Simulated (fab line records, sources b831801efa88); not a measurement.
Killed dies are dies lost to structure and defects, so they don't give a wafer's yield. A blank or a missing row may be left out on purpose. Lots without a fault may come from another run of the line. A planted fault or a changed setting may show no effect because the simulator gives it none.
Split-lot experiment | flow gf180mcu | 5 lots, 23 wafers read, on a route of 602 steps

THE SPLIT
At GF_NSD_IMPLANT_09, the setting energy_kev was moved away from the recipe's 60 on 12 of the 23 wafers read, by -8.0% to +2.6%. The other wafers ran this setting at the recipe's value.

FROM THE SPLIT TO THE READING: what the file shows between them, 10 steps
- GF_NSD_IMPLANT_10
- GF_NSD_STRIP_11: strips in O2/N2
- GF_NSD_TW_MEAS_12
- GF_PSD_COAT_02: resist thk 1000 nm (also split here: resist_thk_nm)
- GF_PSD_DEVELOP_06: develop time 60 s (also split here: develop_time_s)
- GF_PSD_CD_MEAS_07: target cd 400 nm
- GF_PSD_IMPLANT_09
- GF_PSD_STRIP_10: strips in O2/N2
- GF_PSD_CLEAN_12: cleans in SC1/SC2, time 150 s
- GF_PSD_RTA_13: time 20 s

THE READING
NSD_RS, in ohm/sq, at GF_PSD_RS_MEAS_14 (measures by four-point-probe). Fault-free wafers of this fab line usually give 46.06 ohm/sq, standard deviation 0.081 ohm/sq.

wafer  | tool, chamber at the split | energy_kev as run | against the recipe | NSD_RS, ohm/sq | against lot-mates on the recipe
L077.1 | implanter-02, 0            | 61.56             | +2.6%              | 45.65          | -0.55
L077.2 | implanter-02, 0            | 61.56             | +2.6%              | 45.78          | -0.42
L077.3 | implanter-02, 0            | 60                | recipe             | 46.22          | -
L077.5 | implanter-02, 0            | 61.56             | +2.6%              | 45.74          | -0.46
L077.6 | implanter-02, 0            | 60                | recipe             | 46.18          | -
L078.1 | implanter-02, 0            | 55.22             | -8.0%              | 47.46          | +1.43
L078.2 | implanter-02, 0            | 55.22             | -8.0%              | 47.39          | +1.36
L078.3 | implanter-02, 0            | 60                | recipe             | 46.08          | -
L078.5 | implanter-02, 0            | 60                | recipe             | 45.98          | -
L078.6 | implanter-02, 0            | 55.22             | -8.0%              | 47.38          | +1.35
L079.1 | implanter-04, 0            | 60                | recipe             | 46.05          | -
L079.4 | implanter-04, 0            | 60                | recipe             | 45.97          | -
L079.6 | implanter-04, 0            | 60                | recipe             | 46.00          | -
L082.1 | implanter-02, 0            | 56.06             | -6.6%              | 47.20          | +1.11
L082.2 | implanter-02, 0            | 56.06             | -6.6%              | 47.20          | +1.11
L082.3 | implanter-02, 0            | 60                | recipe             | 46.01          | -
L082.5 | implanter-02, 0            | 56.06             | -6.6%              | 47.24          | +1.15
L082.6 | implanter-02, 0            | 60                | recipe             | 46.17          | -
L084.1 | implanter-04, 0            | 60                | recipe             | 46.08          | -
L084.2 | implanter-04, 0            | 55.38             | -7.7%              | 47.44          | +1.35
L084.4 | implanter-04, 0            | 55.38             | -7.7%              | 47.33          | +1.24
L084.5 | implanter-04, 0            | 60                | recipe             | 46.09          | -
L084.6 | implanter-04, 0            | 55.38             | -7.7%              | 47.46          | +1.38

THE FIT
A straight line over all 23 wafers: NSD_RS changes by -0.167 ohm/sq for each +1% of energy_kev; r = -0.99; the points scatter about the line by 0.074 ohm/sq.
The same after taking each lot's own level away (the mean of its wafers on the recipe; 23 wafers): -0.173 ohm/sq for each +1%; r = -1.00; scatter 0.047 ohm/sq.
On that fit, the largest move of energy_kev shifts the reading by 1.4 ohm/sq.
The lots' own levels span 46.007 to 46.200 ohm/sq, that is 2.4 times the standard deviation above.
So the lot-to-lot level changes the slope little: the two slopes agree.
Check: with one of the wafers moved furthest among these (-8.0%) left out of the fit, the line predicts +1.37 ohm/sq for it against its lot-mates. It came out at +1.43 ohm/sq against them.

OTHER SPLITS ON THESE WAFERS
These wafers also went through other splits before the reading. Each is held against what the fit with the lots' levels taken away leaves over:
other split on the same wafers   | wafers away from the commonest value | r with NSD_RS (lot level and that fit taken away)
GF_POLY_GATE_PEB_08 peb_time_s   | 11                                   | -0.01
GF_HV_LDD_EXPOSE_16 dose_mj      | 9                                    | +0.20
GF_HV_LDD_DEVELOP_18 dev_temp_c  | 6                                    | -0.30
GF_NSD_DEVELOP_06 develop_time_s | 11                                   | -0.09
GF_PSD_COAT_02 resist_thk_nm     | 10                                   | -0.16
GF_PSD_DEVELOP_06 develop_time_s | 8                                    | +0.39

THE WHOLE CHAIN: every reading that the file lists as answering this split, in the file's order
step              | what it does                 | reading                                                         | change (the file's fit)               | r (the file's)
GF_NSD_IMPLANT_09 |                              | implant.rp_nm (the simulator's own value, which no gauge read)  | +0.312 nm for each +1% of the setting | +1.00
GF_NSD_IMPLANT_09 |                              | implant.drp_nm (the simulator's own value, which no gauge read) | +0.124 nm for each +1% of the setting | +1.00
GF_NSD_STRIP_11   | strips in O2/N2              | strip_time_to_endpoint_s                                        | withheld for each +1% of the setting  | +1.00
GF_NSD_TW_MEAS_12 |                              | NSD_TW                                                          | +8.9 for each +1% of the setting      | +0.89
GF_PSD_RS_MEAS_14 | measures by four-point-probe | NSD_RS                                                          | -0.173 for each +1% of the setting    | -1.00

THE FILE'S OWN FIT
NSD_RS changes by -0.173 ohm/sq for each +1% of energy_kev, r = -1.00.
